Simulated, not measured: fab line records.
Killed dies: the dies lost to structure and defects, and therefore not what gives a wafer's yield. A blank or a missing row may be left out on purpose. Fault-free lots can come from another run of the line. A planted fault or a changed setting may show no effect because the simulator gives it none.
Which tool is to blame?	flow gf180mcu	13 lots, 39 wafers sampled, at 4 steps of a route of 602

== WHAT EACH GAUGE READ, for each wafer ==
GF_STI_THK_MEAS_24.
lot	measured	on	STI_CVD_23_THK (nm)
L161	day 2 11:53	film metro-03	652 649 643
L162	day 2 13:02	film metro-02	649 649 651
L164	day 3 03:06	film metro-03	653 652 659
L165	day 3 04:54	film metro-03	654 655 658
L166	day 3 11:07	film metro-02	647 659 650
L168	day 3 22:16	film metro-03	647 652 648
L169	day 4 01:28	film metro-03	649 637 645
L173	day 5 00:07	film metro-04	649 650 647
L175	day 5 10:17	film metro-04	657 666 654
L176	day 5 15:17	film metro-03	650 645 637
L180	day 6 12:05	film metro-04	667 655 659
L182	day 6 21:20	film metro-03	642 654 647
L183	day 7 01:57	film metro-02	646 650 635

GF_HV_LDD_TW_MEAS_11.
lot	measured	on	HV_LDD_TW
L161	day 10 08:52	film metro-03	2418 2420 2422
L162	day 10 16:39	film metro-02	2398 2404 2404
L164	day 11 07:11	film metro-02	2396 2398 2386
L165	day 11 11:40	film metro-03	2411 2410 2416
L166	day 11 19:58	film metro-03	2418 2420 2417
L168	day 12 10:13	film metro-02	2397 2401 2386
L169	day 12 18:27	film metro-03	2421 2411 2411
L173	day 14 00:35	film metro-03	2405 2405 2408
L175	day 14 16:59	film metro-01	2413 2423 2419
L176	day 14 22:22	film metro-01	2410 2395 2411
L180	day 16 05:29	film metro-01	2401 2411 2405
L182	day 16 16:43	film metro-03	2400 2402 2406
L183	day 16 22:46	film metro-03	2409 2399 2406

GF_SAB_OVL_MEAS_10.
lot	measured	on	SAB_OVL (nm)
L161	day 15 11:57	overlay-01	-0.1 2.5 0.2
L162	day 15 21:10	overlay-02	-0.4 -0.1 -0.5
L164	day 16 15:03	overlay-02	2.2 0.1 1.9
L165	day 16 22:09	overlay-02	1.0 1.7 -0.1
L166	day 17 07:54	overlay-02	-1.0 -0.4 -0.2
L168	day 17 23:56	overlay-02	-1.2 -0.9 -0.5
L169	day 18 09:28	overlay-02	0.3 -1.3 -2.1
L173	day 19 21:53	overlay-01	1.5 2.0 1.2
L175	day 20 18:55	overlay-02	0.3 0.2 -0.3
L176	day 20 23:11	overlay-02	-0.2 1.6 0.8
L180	day 22 07:17	overlay-02	0.8 -0.4 -1.8
L182	day 22 21:02	overlay-01	0.1 0.1 -0.5
L183	day 23 01:46	overlay-01	-0.5 -0.6 -1.7

== WHAT TOOL EACH LOT RAN ON (gives the tool, then ch and the chambers of the sampled wafers, and finally the start) ==
lot	GF_LVPWELL_EXPOSE_04
L161	iline stepper-02 ch 0, day 3 22:42
L162	iline stepper-01 ch 0, day 4 01:40
L164	iline stepper-01 ch 0, day 4 15:20
L165	iline stepper-02 ch 0, day 4 17:52
L166	iline stepper-02 ch 0, day 4 23:50
L168	iline stepper-02 ch 0, day 5 11:59
L169	iline stepper-02 ch 0, day 5 14:42
L173	iline stepper-02 ch 0, day 6 14:52
L175	iline stepper-02 ch 0, day 7 02:52
L176	iline stepper-02 ch 0, day 7 08:20
L180	iline stepper-01 ch 0, day 8 06:43
L182	iline stepper-01 ch 0, day 8 15:11
L183	iline stepper-01 ch 0, day 8 20:56
- GF_LVPWELL_EXPOSE_04: exposes mask LVPWELL, target cd 600 nm.

== AS READ BY THE TOOLS THEMSELVES (means over the sampled wafers that have a number; for cases with no such wafer, the mark the record gives instead) ==
GF_LVPWELL_EXPOSE_04.
lot	tool	exposure dose mJ cm2
L161	iline stepper-02	259.75
L162	iline stepper-01	260.12
L164	iline stepper-01	260.02
L165	iline stepper-02	260.07
L166	iline stepper-02	259.97
L168	iline stepper-02	259.92
L169	iline stepper-02	260.33
L173	iline stepper-02	260.17
L175	iline stepper-02	260.20
L176	iline stepper-02	259.97
L180	iline stepper-01	260.31
L182	iline stepper-01	260.17
L183	iline stepper-01	259.79

== THE ANSWER, worked out from the rows above alone ==
Rule: the usual values come from the lots themselves. Put in order of their means at a reading, lots are off if they are a third of the lots or fewer, leave a main group of 4 or more, and stand apart from it by a gap of 3 or more times the standard deviation of the main group's means; of several such gaps the widest counts. If all means in a main group match to the digits the tables above print for the reading, that group is not used. A lot without any number at a reading at which 4 lots or more have one is off too. All remaining lots with rows at the step are treated as sound. Order of review: gauges by route order, followed by the tools' own readings, for which a lot's mean as printed above is used. At the first step where some lot is off, the reading lying furthest off is the one used; lots without a number count as furthest.
None of the lots is off at any reading shown; this tells nothing.

== WHAT THE SIMULATOR HAD PUT IN ==
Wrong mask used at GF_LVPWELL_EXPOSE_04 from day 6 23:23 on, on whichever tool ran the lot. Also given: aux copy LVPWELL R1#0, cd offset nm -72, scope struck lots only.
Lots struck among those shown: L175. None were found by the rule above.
